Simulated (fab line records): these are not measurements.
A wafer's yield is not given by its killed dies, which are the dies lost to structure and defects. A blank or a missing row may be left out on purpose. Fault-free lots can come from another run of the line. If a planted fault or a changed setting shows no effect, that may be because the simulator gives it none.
A lot that was struck, set against a sound lot | flow gf180mcu | 15 out of 602 route steps
Sound: wafers L581.1, L581.5, L581.6. Struck: wafers L583.2, L583.4, L583.6. The cause is given at the end.
For every step that has rows: the tool of each side, followed by ch and its chambers, followed by its first start. Under that, the readings that differ: sound wafers | struck wafers | difference of the means | sigmas: that difference in standard deviations of wafers without a fault.
alike: same words and numbers on both sides, and readings whose means sit less than 2 such deviations apart. not compared: any withheld reading, any reading some wafer has no value for, any bound like >300 that may hide the same value, and any number with overlapping values for which the record gives no deviation.
The two part at a step that has a row with sigmas, a row that says differs or no value, or rows on one side only. Numbers that don't overlap but have no deviation are shown without sigmas and don't part them. A reading that every wafer of one side lacks parts them only if that side has two wafers or more.

first, 6 steps without rows for these wafers: GF_TOP_METAL_HMDS_08 (prime time 60 s); GF_TOP_METAL_COAT_09 (resist thk 1500 nm); GF_TOP_METAL_SOFTBAKE_10 (time 60 s); GF_TOP_METAL_EXPOSE_11 (exposes mask MetalTop, target cd 440 nm); GF_TOP_METAL_PEB_12; GF_TOP_METAL_DEVELOP_13 (develop time 60 s).
GF_TOP_METAL_CD_MEAS_14: the cd target is 440 nm.
  sound: cd-sem-02 at day 29 23:24; struck: cd-sem-02 at day 30 20:38
  alike: cd-nm
GF_TOP_METAL_OVL_MEAS_15:
  sound: overlay-01 at day 29 23:31; struck: overlay-02 at day 30 20:44
  alike: TOP_METAL_OVL
GF_TOP_METAL_METAL_ETCH_16: etches the open film in Cl2/BCl3, stops on SiO2, target depth 1197 nm, time 199.5 s.
  sound on rie-metal-02 ch 0,1, day 29 23:33; struck on rie-metal-02 ch 0,1, day 30 20:46
  alike: drypump-motor-current-A, oes-product-au, rf-fwd-power-W, throttle-valve-pct
  not compared: rf-hours-counter-h
GF_TOP_METAL_STRIP_17: strips in O2/N2.
  sound on plasma-asher-01 ch 0,1, day 29 23:44; struck on plasma-asher-03 ch 1, day 30 20:58
  reading                     | sound       | struck      | difference | sigmas
  drypump-motor-current-A (A) | 5.1 5.6 5.1 | 6.3 6.3 6.3 | +1.0       | +2
  alike: heater-power-w, n2-flow-sccm, oes-product-au, strip-time-to-endpoint-s
  not compared: rf-hours-counter-h
then, 2 steps without rows for these wafers: GF_TOP_METAL_STRIP_18 (strips in post etch residue remover, time 1200 s); GF_TOP_METAL_CLEAN_19 (cleans in DIW).
GF_PASSIVATION_CVD_00: deposits SiO2 from TEOS, target thk 1000 nm, time 111.95 s.
  sound on pecvd-01 ch 0,2, day 30 00:17; struck on pecvd-01 ch 0,2, day 30 21:30
  reading                                      | sound             | struck            | difference | sigmas
  rf-fwd-power-W (W)                           | 599.5 599.2 595.9 | 691.6 691.8 692.8 | +93.9      | +49
  model.SiO2_of_PASSIVATION_CVD_00.thk-nm (nm) | 993.7 1003 1005   | 1016 1031 1046    | +30        |
  alike: heater-power-w
GF_PASSIVATION_THK_MEAS_01:
  sound: film-metro-03 at day 30 00:22; struck: film-metro-03 at day 30 21:35
  alike: PASSIVATION_CVD_00_THK
then, 1 step without rows for these wafers: GF_PASSIVATION_PROBE_99.

## WHERE THEY PART
Last at GF_PASSIVATION_CVD_00 as far as this record goes, first at GF_TOP_METAL_STRIP_17. Later steps at which nothing parts them and some readings are alike: GF_PASSIVATION_THK_MEAS_01.

WHY: the cause the simulator had injected
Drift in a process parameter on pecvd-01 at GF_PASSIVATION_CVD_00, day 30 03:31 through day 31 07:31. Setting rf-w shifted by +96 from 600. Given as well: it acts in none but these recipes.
